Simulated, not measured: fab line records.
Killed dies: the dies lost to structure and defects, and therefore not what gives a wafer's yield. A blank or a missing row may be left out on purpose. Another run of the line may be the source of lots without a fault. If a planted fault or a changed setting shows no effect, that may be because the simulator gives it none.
fab line records + flow sky130
record
- lots=11
- wafers=33
- last-day=50
route steps=708 shown SONOS_ONO@182 POLY_GATE@204 RES_PROTECT@214
lots that met no fault: taken from a fault-free run of the same line
start-h: hours from the record's first day to the start of the lot's first wafer shown + wait-h: how many hours have passed since the lot's step before this one + " the same as in the row above + L1.1+2: one row covering several wafers at once + - either no value or no given start + * or withheld: withheld + < > ~ a bound
route shown NAME@n: a module of which the file shows steps, and the number in the route of the first + usual: mean and standard deviation over wafers with no fault + same: alike in all rows + chamber/n: place in a boat + sites: the reading at each site + _std_site: the values' standard deviation + _edge_site: the outer-site mean with the inner-site mean subtracted + radius-mm: how far each site lies from the wafer's centre + mask NAME#n: copy n + behind: the last tool/chamber to shape the wafer + hold: reason for holding the lot/hours on hold/outcome of the hold + device: the n, p or np transistor that did not switch + end of line: the route-end tests of the same wafers + where a step has no rows: the recipe by itself + killed: dies lost to structure and defects at the first sort, not the wafer's yield + map: per-die view of a wafer (x killed, . not killed, _ where there is no die)
set.NAME: the setting that was run; set.NAME@STEP: the one run at that earlier step + model.NAME: the simulator's own value behind a step, which no gauge read
one table for each step of the route and one row for each wafer, over a sample of lots
services: when a tool's chamber went out of use (start-h, in hours from the record's first day, below 0 if earlier), for how many hours, and the reason
## steps
# step SKY_SONOS_ONO_OVL_MEAS_14
# usual
- SONOS_ONO_OVL=-0.1/1.4
| lot.wafer | tool       | chamber | start-h | wait-h | SONOS_ONO_OVL[nm] |
|-----------|------------|---------|---------|--------|-------------------|
| L724.1    | overlay-01 | -       | 270.92  | 0.4    | 0.0               |
| L724.4    | "          | -       | "       | "      | 1.7               |
| L724.5    | "          | -       | "       | "      | 3.0               |
| L725.4    | overlay-01 | -       | 275.28  | 0.1    | -1.0              |
| L725.5    | "          | -       | "       | "      | -1.6              |
| L725.6    | "          | -       | "       | "      | -1.0              |
| L727.2    | overlay-02 | -       | 291.91  | 0.1    | 0.1               |
| L727.3    | "          | -       | "       | "      | 0.5               |
| L727.4    | "          | -       | "       | "      | 0.4               |
| L728.1    | overlay-02 | -       | 299.95  | 0.1    | 0.1               |
| L728.2    | "          | -       | "       | "      | -1.2              |
| L728.6    | "          | -       | "       | "      | 1.1               |
| L731.2    | overlay-01 | -       | 329.41  | 0.1    | -2.7              |
| L731.3    | "          | -       | "       | "      | -1.4              |
| L731.6    | "          | -       | "       | "      | -1.7              |
| L734.1    | overlay-01 | -       | 354.90  | 0.1    | -0.6              |
| L734.3    | "          | -       | "       | "      | 1.1               |
| L734.6    | "          | -       | "       | "      | 0.1               |
| L735.1    | overlay-01 | -       | 366.21  | 0.1    | 0.5               |
| L735.5    | "          | -       | "       | "      | -1.3              |
| L735.6    | "          | -       | "       | "      | -0.6              |
| L737.1    | overlay-02 | -       | 381.40  | 0.1    | 0.2               |
| L737.4    | "          | -       | "       | "      | -1.0              |
| L737.6    | "          | -       | "       | "      | -1.0              |
| L738.4    | overlay-01 | -       | 396.43  | 0.1    | 0.5               |
| L738.5    | "          | -       | "       | "      | -0.3              |
| L738.6    | "          | -       | "       | "      | -0.3              |
| L743.2    | overlay-01 | -       | 477.50  | 0.1    | 0.2               |
| L743.4    | "          | -       | "       | "      | 1.4               |
| L743.6    | "          | -       | "       | "      | 1.5               |
| L747.1    | overlay-01 | -       | 481.40  | 0.1    | 0.6               |
| L747.5    | "          | -       | "       | "      | 0.5               |
| L747.6    | "          | -       | "       | "      | 1.6               |
# step SKY_POLY_GATE_CVD_00
# recipe
- material=poly-Si
- target-thk-nm=180
- temp-c=620
- time-s=720
- pressure-mtorr=200
# usual
- zone-power-top-pct=19.3/0.64
| lot.wafer | tool     | chamber | start-h | wait-h | zone-power-top-pct |
|-----------|----------|---------|---------|--------|--------------------|
| L724.1    | lpcvd-01 | 1       | 300.40  | 0.0    | 18.8               |
| L724.4    | "        | 1       | "       | "      | 18.9               |
| L724.5    | "        | 1       | "       | "      | 18.3               |
| L725.4    | lpcvd-01 | 1       | 304.74  | 0.0    | 19.0               |
| L725.5    | "        | 1       | "       | "      | 18.5               |
| L725.6    | "        | 1       | "       | "      | 18.7               |
| L727.2    | lpcvd-01 | 1       | 321.72  | 0.0    | 19.0               |
| L727.3    | "        | 1       | "       | "      | 18.4               |
| L727.4    | "        | 1       | "       | "      | 18.2               |
| L728.1    | lpcvd-01 | 0       | 331.40  | 0.0    | 19.6               |
| L728.2    | "        | 0       | "       | "      | 20.0               |
| L728.6    | "        | 0       | "       | "      | 19.9               |
| L731.2    | lpcvd-01 | 1       | 362.02  | 0.2    | 18.9               |
| L731.3    | "        | 1       | "       | "      | 19.0               |
| L731.6    | "        | 1       | "       | "      | 18.8               |
| L734.1    | lpcvd-01 | 1       | 388.37  | 0.0    | 18.7               |
| L734.3    | "        | 1       | "       | "      | 18.6               |
| L734.6    | "        | 1       | "       | "      | 18.8               |
| L735.1    | lpcvd-01 | 0       | 402.44  | 0.0    | 20.3               |
| L735.5    | "        | 0       | "       | "      | 20.2               |
| L735.6    | "        | 0       | "       | "      | 20.2               |
| L737.1    | lpcvd-01 | 0       | 414.72  | 0.0    | 20.0               |
| L737.4    | "        | 0       | "       | "      | 19.9               |
| L737.6    | "        | 0       | "       | "      | 19.8               |
| L738.4    | lpcvd-01 | 0       | 430.42  | 0.0    | 19.8               |
| L738.5    | "        | 0       | "       | "      | 20.0               |
| L738.6    | "        | 0       | "       | "      | 19.9               |
| L743.2    | lpcvd-01 | 1       | 511.86  | 0.0    | 18.6               |
| L743.4    | "        | 1       | "       | "      | 18.3               |
| L743.6    | "        | 1       | "       | "      | 18.6               |
| L747.1    | lpcvd-01 | 1       | 515.86  | 0.0    | 19.0               |
| L747.5    | "        | 1       | "       | "      | 18.9               |
| L747.6    | "        | 1       | "       | "      | 18.6               |
# step SKY_POLY_GATE_THK_MEAS_01
# recipe
- reads=poly-Si_of_POLY_GATE_CVD_00
# usual
- POLY_GATE_CVD_00_THK=180.7/1.3
| lot.wafer | tool          | chamber | start-h | wait-h | POLY_GATE_CVD_00_THK[nm] |
|-----------|---------------|---------|---------|--------|--------------------------|
| L724.1    | film-metro-04 | -       | 301.60  | 0.0    | 181.3                    |
| L724.4    | "             | -       | "       | "      | 182.1                    |
| L724.5    | "             | -       | "       | "      | 181.6                    |
| L725.4    | film-metro-02 | -       | 305.97  | 0.0    | 182.5                    |
| L725.5    | "             | -       | "       | "      | 182.7                    |
| L725.6    | "             | -       | "       | "      | 183.3                    |
| L727.2    | film-metro-04 | -       | 322.93  | 0.0    | 179.4                    |
| L727.3    | "             | -       | "       | "      | 179.0                    |
| L727.4    | "             | -       | "       | "      | 179.1                    |
| L728.1    | film-metro-01 | -       | 332.60  | 0.0    | 179.7                    |
| L728.2    | "             | -       | "       | "      | 180.3                    |
| L728.6    | "             | -       | "       | "      | 179.8                    |
| L731.2    | film-metro-02 | -       | 363.23  | 0.0    | 179.9                    |
| L731.3    | "             | -       | "       | "      | 181.1                    |
| L731.6    | "             | -       | "       | "      | 181.6                    |
| L734.1    | film-metro-01 | -       | 389.57  | 0.0    | 181.7                    |
| L734.3    | "             | -       | "       | "      | 181.7                    |
| L734.6    | "             | -       | "       | "      | 182.3                    |
| L735.1    | film-metro-02 | -       | 403.65  | 0.0    | 180.6                    |
| L735.5    | "             | -       | "       | "      | 183.2                    |
| L735.6    | "             | -       | "       | "      | 181.8                    |
| L737.1    | film-metro-02 | -       | 415.92  | 0.0    | 160.2                    |
| L737.4    | "             | -       | "       | "      | 161.0                    |
| L737.6    | "             | -       | "       | "      | 162.8                    |
| L738.4    | film-metro-04 | -       | 431.65  | 0.0    | 161.4                    |
| L738.5    | "             | -       | "       | "      | 162.5                    |
| L738.6    | "             | -       | "       | "      | 161.4                    |
| L743.2    | film-metro-02 | -       | 513.07  | 0.0    | 179.8                    |
| L743.4    | "             | -       | "       | "      | 178.8                    |
| L743.6    | "             | -       | "       | "      | 179.6                    |
| L747.1    | film-metro-01 | -       | 517.06  | 0.0    | 179.6                    |
| L747.5    | "             | -       | "       | "      | 179.4                    |
| L747.6    | "             | -       | "       | "      | 179.6                    |
# step SKY_RES_PROTECT_STRIP_07
# recipe
- chemistry=O2/N2
- power-w=1400
- pressure-mtorr=1500
- platen-temp-c=withheld
- o2-flow-sccm=3000
- n2-flow-sccm=300
- overash-fraction=0.5
# usual
- drypump-motor-current-A=5.6/0.46
- oes-product-au=0.518/0.0047
- strip-time-to-endpoint-s=23.30/0.052
| lot.wafer | tool            | chamber | start-h | wait-h | drypump-motor-current-A | oes-product-au | rf-hours-counter-h | strip-time-to-endpoint-s |
|-----------|-----------------|---------|---------|--------|-------------------------|----------------|--------------------|--------------------------|
| L724.1    | plasma-asher-01 | 1       | 327.06  | 0.1    | 5.8                     | 0.509          | 21                 | 23.35                    |
| L724.4    | "               | 0       | "       | "      | 5.0                     | 0.521          | -                  | 23.33                    |
| L724.5    | "               | 1       | "       | "      | 5.8                     | 0.514          | -                  | 23.34                    |
| L725.4    | plasma-asher-01 | 0       | 332.19  | 0.1    | 5.0                     | 0.518          | -                  | 23.32                    |
| L725.5    | "               | 1       | "       | "      | 5.8                     | 0.516          | -                  | 23.36                    |
| L725.6    | "               | 0       | "       | "      | 4.9                     | 0.517          | -                  | 23.28                    |
| L727.2    | plasma-asher-02 | 1       | 349.29  | 0.1    | 5.7                     | 0.528          | 55                 | 23.34                    |
| L727.3    | "               | 0       | "       | "      | 6.3                     | 0.521          | -                  | 23.36                    |
| L727.4    | "               | 1       | "       | "      | 5.7                     | 0.525          | -                  | 23.35                    |
| L728.1    | plasma-asher-03 | 0       | 359.26  | 0.1    | 5.0                     | 0.526          | 67                 | 23.31                    |
| L728.2    | "               | 1       | "       | "      | 5.7                     | 0.524          | 67                 | 23.39                    |
| L728.6    | "               | 0       | "       | "      | 5.0                     | 0.520          | -                  | 23.35                    |
| L731.2    | plasma-asher-03 | 1       | 391.19  | 0.1    | 5.7                     | 0.524          | 70                 | 23.32                    |
| L731.3    | "               | 1       | "       | "      | 5.8                     | 0.512          | -                  | 23.30                    |
| L731.6    | "               | 0       | "       | "      | 5.0                     | 0.521          | -                  | 23.29                    |
| L734.1    | plasma-asher-01 | 0       | 418.69  | 0.1    | 5.0                     | 0.517          | 30                 | 23.29                    |
| L734.3    | "               | 0       | "       | "      | 5.0                     | 0.521          | -                  | 23.28                    |
| L734.6    | "               | 1       | "       | "      | 5.8                     | 0.514          | -                  | 23.35                    |
| L735.1    | plasma-asher-03 | 1       | 434.11  | 0.1    | 5.7                     | 0.508          | 0                  | 23.23                    |
| L735.5    | "               | 1       | "       | "      | 5.8                     | 0.519          | -                  | 23.25                    |
| L735.6    | "               | 0       | "       | "      | 5.1                     | 0.520          | -                  | 23.25                    |
| L737.1    | plasma-asher-03 | 0       | 446.01  | 0.1    | 5.1                     | 0.525          | 1                  | 23.33                    |
| L737.4    | "               | 1       | "       | "      | 5.7                     | 0.516          | -                  | 23.32                    |
| L737.6    | "               | 0       | "       | "      | 5.0                     | 0.519          | -                  | 23.30                    |
| L738.4    | plasma-asher-03 | 1       | 462.09  | 0.1    | 5.7                     | 0.513          | -                  | 23.37                    |
| L738.5    | "               | 1       | "       | "      | 5.8                     | 0.516          | -                  | 23.35                    |
| L738.6    | "               | 0       | "       | "      | 5.1                     | 0.519          | -                  | 23.31                    |
| L743.2    | plasma-asher-02 | 1       | 542.61  | 0.1    | 5.7                     | 0.525          | 74                 | 23.22                    |
| L743.4    | "               | 0       | "       | "      | 6.4                     | 0.517          | -                  | 23.22                    |
| L743.6    | "               | 1       | "       | "      | 5.6                     | 0.517          | -                  | 23.16                    |
| L747.1    | plasma-asher-01 | 0       | 546.41  | 0.1    | 5.0                     | 0.516          | 44                 | 23.40                    |
| L747.5    | "               | 0       | "       | "      | 5.0                     | 0.525          | -                  | 23.39                    |
| L747.6    | "               | 1       | "       | "      | 5.8                     | 0.515          | -                  | 23.44                    |
# step SKY_POLY_GATE_ETCH_15
# recipe
- chemistry=N2/H2
- target=BARC
- ion-energy-ev=200
- source-w=500
- bias-w=100
- pressure-mtorr=30
- n2-flow-sccm=100
- h2-flow-sccm=200
- stop-on=SiO2
- time-s=118.5
- target-depth-a=1100
# usual
- drypump-motor-current-A=5.6/0.4
- oes-product-au=0.716/0.0046
- throttle-valve-pct=13.213/0.0089
| lot.wafer | tool        | chamber | start-h | wait-h | drypump-motor-current-A | oes-product-au | rf-hours-counter-h | throttle-valve-pct |
|-----------|-------------|---------|---------|--------|-------------------------|----------------|--------------------|--------------------|
| L724.1    | rie-diel-02 | 0       | 355.67  | 0.0    | 5.4                     | 0.717          | 11                 | 13.205             |
| L724.4    | "           | 1       | "       | "      | 5.5                     | 0.715          | 50                 | 13.211             |
| L724.5    | "           | 3       | "       | "      | 5.9                     | 0.705          | -                  | 13.202             |
| L725.4    | rie-diel-03 | 1       | 360.57  | 0.1    | 5.8                     | 0.710          | -                  | 13.211             |
| L725.5    | "           | 3       | "       | "      | 4.9                     | 0.712          | -                  | 13.215             |
| L725.6    | "           | 2       | "       | "      | 5.4                     | 0.720          | -                  | 13.210             |
| L727.2    | rie-diel-01 | 0       | 382.32  | 0.0    | 4.9                     | 0.716          | 40                 | 13.204             |
| L727.3    | "           | 3       | "       | "      | 5.7                     | 0.716          | 74                 | 13.194             |
| L727.4    | "           | 1       | "       | "      | 6.0                     | 0.715          | 39                 | 13.197             |
| L728.1    | rie-diel-01 | 2       | 391.12  | 0.0    | 6.3                     | 0.720          | 32                 | 13.210             |
| L728.2    | "           | 3       | "       | "      | 5.7                     | 0.716          | 74                 | 13.226             |
| L728.6    | "           | 0       | "       | "      | 4.9                     | 0.711          | -                  | 13.203             |
| L731.2    | rie-diel-02 | 2       | 421.98  | 0.0    | 5.4                     | 0.709          | 5                  | 13.215             |
| L731.3    | "           | 3       | "       | "      | 5.9                     | 0.714          | 34                 | 13.213             |
| L731.6    | "           | 3       | "       | "      | 5.9                     | 0.720          | -                  | 13.194             |
| L734.1    | rie-diel-01 | 2       | 453.12  | 0.0    | 6.3                     | 0.721          | 33                 | 13.210             |
| L734.3    | "           | 3       | "       | "      | 5.7                     | 0.722          | 76                 | 13.204             |
| L734.6    | "           | 0       | "       | "      | 4.9                     | 0.703          | -                  | 13.208             |
| L735.1    | rie-diel-02 | 0       | 467.72  | 0.0    | 5.4                     | 0.721          | 13                 | 13.232             |
| L735.5    | "           | 0       | "       | "      | 5.4                     | 0.715          | -                  | 13.206             |
| L735.6    | "           | 3       | "       | "      | 5.9                     | 0.730          | -                  | 13.219             |
| L737.1    | rie-diel-01 | 1       | 477.97  | 0.0    | 6.0                     | 0.713          | 40                 | 13.223             |
| L737.4    | "           | 0       | "       | "      | 4.9                     | 0.713          | 42                 | 13.222             |
| L737.6    | "           | 0       | "       | "      | 5.0                     | 0.717          | -                  | 13.215             |
| L738.4    | rie-diel-01 | 0       | 493.83  | 0.0    | 4.9                     | 0.720          | 42                 | 13.225             |
| L738.5    | "           | 0       | "       | "      | 4.9                     | 0.719          | -                  | 13.208             |
| L738.6    | "           | 3       | "       | "      | 5.7                     | 0.719          | -                  | 13.207             |
| L743.2    | rie-diel-03 | 0       | 575.33  | 0.0    | 6.0                     | 0.712          | 1                  | 13.226             |
| L743.4    | "           | 3       | "       | "      | 4.9                     | 0.713          | 9                  | 13.212             |
| L743.6    | "           | 1       | "       | "      | 5.8                     | 0.712          | -                  | 13.221             |
| L747.1    | rie-diel-01 | 0       | 578.53  | 0.0    | 4.9                     | 0.716          | 44                 | 13.210             |
| L747.5    | "           | 2       | "       | "      | 6.2                     | 0.721          | -                  | 13.216             |
| L747.6    | "           | 1       | "       | "      | 6.0                     | 0.715          | -                  | 13.203             |
# step SKY_POLY_GATE_ETCH_17
# recipe
- target-depth-nm=180
- stop-on=SiO2
- over-etch-frac=0.56667
- chemistry=HBr/Cl2
- target=poly-Si
- icp-w=400
- bias-w=100
- pressure-mtorr=10
- HBr_flow_sccm=150
- Cl2_flow_sccm=50
- time-s=70.5
# usual
- drypump-motor-current-A=5.7/0.5
- oes-product-au=0.990/0.0056
- throttle-valve-pct=33.684/0.0095
| lot.wafer | tool      | chamber | start-h | wait-h | drypump-motor-current-A | oes-product-au | rf-hours-counter-h | throttle-valve-pct |
|-----------|-----------|---------|---------|--------|-------------------------|----------------|--------------------|--------------------|
| L724.1    | rie-si-01 | 3       | 355.85  | 0.0    | 6.3                     | 0.991          | 0                  | 33.693             |
| L724.4    | "         | 0       | "       | "      | 5.3                     | 0.994          | 0                  | 33.682             |
| L724.5    | "         | 3       | "       | "      | 6.3                     | 0.996          | -                  | 33.688             |
| L725.4    | rie-si-01 | 1       | 360.74  | 0.0    | 5.3                     | 0.994          | -                  | 33.677             |
| L725.5    | "         | 2       | "       | "      | 6.0                     | 0.993          | -                  | 33.673             |
| L725.6    | "         | 0       | "       | "      | 5.3                     | 0.997          | -                  | 33.683             |
| L727.2    | rie-si-01 | 3       | 382.50  | 0.0    | 6.3                     | 0.984          | 1                  | 33.682             |
| L727.3    | "         | 0       | "       | "      | 5.3                     | 0.982          | 0                  | 33.683             |
| L727.4    | "         | 1       | "       | "      | 5.3                     | 0.987          | 2                  | 33.682             |
| L728.1    | rie-si-02 | 3       | 391.30  | 0.0    | 6.3                     | 0.990          | 2                  | 33.698             |
| L728.2    | "         | 1       | "       | "      | 5.2                     | 0.984          | 63                 | 33.678             |
| L728.6    | "         | 0       | "       | "      | 6.0                     | 0.987          | -                  | 33.683             |
| L731.2    | rie-si-01 | 0       | 422.16  | 0.0    | 5.3                     | 0.996          | 1                  | 33.676             |
| L731.3    | "         | 2       | "       | "      | 6.0                     | 0.994          | 3                  | 33.683             |
| L731.6    | "         | 3       | "       | "      | 6.3                     | 0.991          | -                  | 33.686             |
| L734.1    | rie-si-02 | 2       | 453.30  | 0.0    | 4.9                     | 0.991          | 1                  | 33.678             |
| L734.3    | "         | 0       | "       | "      | 6.0                     | 0.996          | 5                  | 33.684             |
| L734.6    | "         | 0       | "       | "      | 6.0                     | 1.001          | -                  | 33.675             |
| L735.1    | rie-si-01 | 2       | 467.90  | 0.0    | 6.0                     | 0.990          | 3                  | 33.692             |
| L735.5    | "         | 3       | "       | "      | 6.3                     | 0.990          | -                  | 33.696             |
| L735.6    | "         | 2       | "       | "      | 6.0                     | 0.993          | -                  | 33.679             |
| L737.1    | rie-si-01 | 2       | 478.15  | 0.0    | 6.0                     | 0.915          | 3                  | 33.694             |
| L737.4    | "         | 1       | "       | "      | 5.3                     | 0.916          | -                  | 33.689             |
| L737.6    | "         | 0       | "       | "      | 5.3                     | 0.924          | -                  | 33.689             |
| L738.4    | rie-si-02 | 3       | 494.01  | 0.0    | 6.3                     | 0.919          | 3                  | 33.694             |
| L738.5    | "         | 3       | "       | "      | 6.3                     | 0.915          | -                  | 33.667             |
| L738.6    | "         | 2       | "       | "      | 4.9                     | 0.921          | -                  | 33.677             |
| L743.2    | rie-si-01 | 0       | 575.51  | 0.0    | 5.3                     | 0.991          | 1                  | 33.694             |
| L743.4    | "         | 0       | "       | "      | 5.3                     | 0.975          | -                  | 33.688             |
| L743.6    | "         | 2       | "       | "      | 6.0                     | 0.991          | -                  | 33.689             |
| L747.1    | rie-si-02 | 0       | 578.71  | 0.0    | 6.0                     | 0.995          | 5                  | 33.684             |
| L747.5    | "         | 3       | "       | "      | 6.3                     | 0.986          | -                  | 33.695             |
| L747.6    | "         | 0       | "       | "      | 6.0                     | 0.997          | -                  | 33.686             |
## services
| tool            | chamber | start-h | hours | kind   |
|-----------------|---------|---------|-------|--------|
| rie-diel-01     | 0       | 301.99  | 21.5  | repair |
| rie-diel-01     | 1       | 302.01  | 3.0   | repair |
| rie-diel-01     | 1       | 311.93  | 6.5   | repair |
| rie-diel-03     | 1       | 338.28  | 1.8   | repair |
| rie-diel-03     | 0       | 359.51  | 5.6   | repair |
| rie-si-01       | 3       | 360.28  | 1.4   | repair |
| rie-diel-02     | -       | 396.62  | 0.3   | repair |
| rie-si-01       | 2       | 405.49  | 11.0  | repair |
| plasma-asher-03 | -       | 421.25  | 9.0   | pm     |
| lpcvd-01        | -       | 424.55  | 4.3   | pm     |
| rie-si-01       | 2       | 470.08  | 6.1   | repair |
| rie-si-02       | -       | 472.48  | 14.6  | pm     |
| rie-diel-02     | 2       | 474.31  | 1.6   | repair |
| rie-si-01       | 3       | 475.10  | 7.1   | repair |
| lpcvd-01        | -       | 489.37  | 0.7   | repair |
| rie-diel-02     | 1       | 497.70  | 30.6  | repair |
| rie-diel-01     | 3       | 508.82  | 3.4   | repair |
| rie-diel-01     | 0       | 513.85  | 5.6   | repair |
| rie-si-02       | 3       | 546.46  | 5.6   | repair |
| plasma-asher-03 | -       | 558.52  | 2.5   | repair |
| rie-si-02       | 1       | 563.25  | 6.6   | repair |
| rie-si-01       | 3       | 571.83  | 13.2  | repair |
| rie-si-02       | -       | 572.60  | 0.3   | repair |
| rie-diel-02     | 3       | 574.51  | 5.1   | repair |
## key
first-sign
- step=SKY_POLY_GATE_THK_MEAS_01
- reading=POLY_GATE_CVD_00_THK
- direction=down
- sigmas=15
- usual=180.7
- struck=161.5
effect
- step=SKY_POLY_GATE_ETCH_17
- reading=oes-product-au
- direction=down
- sigmas=13
- usual=0.990
- struck=0.918
met-at SKY_POLY_GATE_CVD_00
struck-lots L737,L738
struck-wafers L737.1,L737.4,L737.6,L738.4,L738.5,L738.6
tester-left-out L737,L738
not-acting-at SKY_SONOS_ONO_OVL_MEAS_14,SKY_RES_PROTECT_STRIP_07,SKY_POLY_GATE_ETCH_15
onset-between 402.44 414.72
fault
- kind=process-parameter-drift
- tool=lpcvd-01
- chamber=0
- onset-h=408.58
- steps=SKY_POLY_GATE_CVD_00
- channel=target-thk-nm
- offset=-19.303
- shape=step
- end-h=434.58
- stated=180
# tester-left-out: of these lots the tester's yield and bins aren't shown, on N5 and GAA mostly nor the transistor test; their killed dies are dies lost to structure and defects alone, not to doping, threshold or leakage, so they don't give the yield
